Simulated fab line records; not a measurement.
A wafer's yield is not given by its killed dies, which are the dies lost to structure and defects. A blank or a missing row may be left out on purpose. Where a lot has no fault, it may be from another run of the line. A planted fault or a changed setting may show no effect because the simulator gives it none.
Matching of chambers / flow sfqLine / SFQ_TRILAYER_L0_VIA_ETCH_VIA_ETCH_016 on rieDiel-02 has 4 sister chambers
The step etches SiO2 in CHF3, stops on MoNx KI, target depth 80 nm. 8 wafers are shown with their chamber, then 7 later ones without.

== WAFERS WITH THEIR CHAMBER ==
wafer=L718.4; chamber=3; drypumpMotorCurrentA (A)=6.0; oesProductAu (a.u.)=0.839
wafer=L724.1; chamber=2; drypumpMotorCurrentA (A)=6.5; oesProductAu (a.u.)=0.851
wafer=L724.2; chamber=1; drypumpMotorCurrentA (A)=5.7; oesProductAu (a.u.)=0.835
wafer=L724.5; chamber=3; drypumpMotorCurrentA (A)=6.0; oesProductAu (a.u.)=0.850
wafer=L725.1; chamber=2; drypumpMotorCurrentA (A)=6.5; oesProductAu (a.u.)=0.858
wafer=L725.6; chamber=0; drypumpMotorCurrentA (A)=5.0; oesProductAu (a.u.)=0.842
wafer=L728.3; chamber=0; drypumpMotorCurrentA (A)=5.1; oesProductAu (a.u.)=0.841
wafer=L728.4; chamber=1; drypumpMotorCurrentA (A)=5.7; oesProductAu (a.u.)=0.858

== WAFERS MISSING THEIR CHAMBER ==
wafer=L728.5; drypumpMotorCurrentA (A)=5.7; oesProductAu (a.u.)=0.852
wafer=L733.2; drypumpMotorCurrentA (A)=6.5; oesProductAu (a.u.)=0.818
wafer=L733.5; drypumpMotorCurrentA (A)=5.1; oesProductAu (a.u.)=0.828
wafer=L733.6; drypumpMotorCurrentA (A)=6.0; oesProductAu (a.u.)=0.833
wafer=L736.1; drypumpMotorCurrentA (A)=5.1; oesProductAu (a.u.)=0.837
wafer=L736.5; drypumpMotorCurrentA (A)=6.5; oesProductAu (a.u.)=0.846
wafer=L736.6; drypumpMotorCurrentA (A)=5.1; oesProductAu (a.u.)=0.838

== WHICH CHAMBER EACH WENT THROUGH ==
wafer=L728.5; from the rows above=1; in truth=1
wafer=L733.2; from the rows above=2; in truth=2
wafer=L733.5; from the rows above=0; in truth=0
wafer=L733.6; from the rows above=3; in truth=3
wafer=L736.1; from the rows above=0; in truth=0
wafer=L736.5; from the rows above=2; in truth=2
wafer=L736.6; from the rows above=0; in truth=0
Correct placement for 7 of the 7. Not placeable from these rows: 0. 0 placed wrongly.
How it was worked out, from the rows above alone: a wafer's distance from a chamber is the root of the sum, over the readings, of the square of ((its reading less the chamber's mean) divided by the reading's scatter). The wafer belongs to the nearest chamber; if the next one is less than 2 further off, it can't be placed. A chamber's mean is the mean of its shown wafers. How the scatter is found: for the shown wafers, subtract from each reading the mean of its chamber, square and add these, divide the total by (wafers less chambers), then take the root.
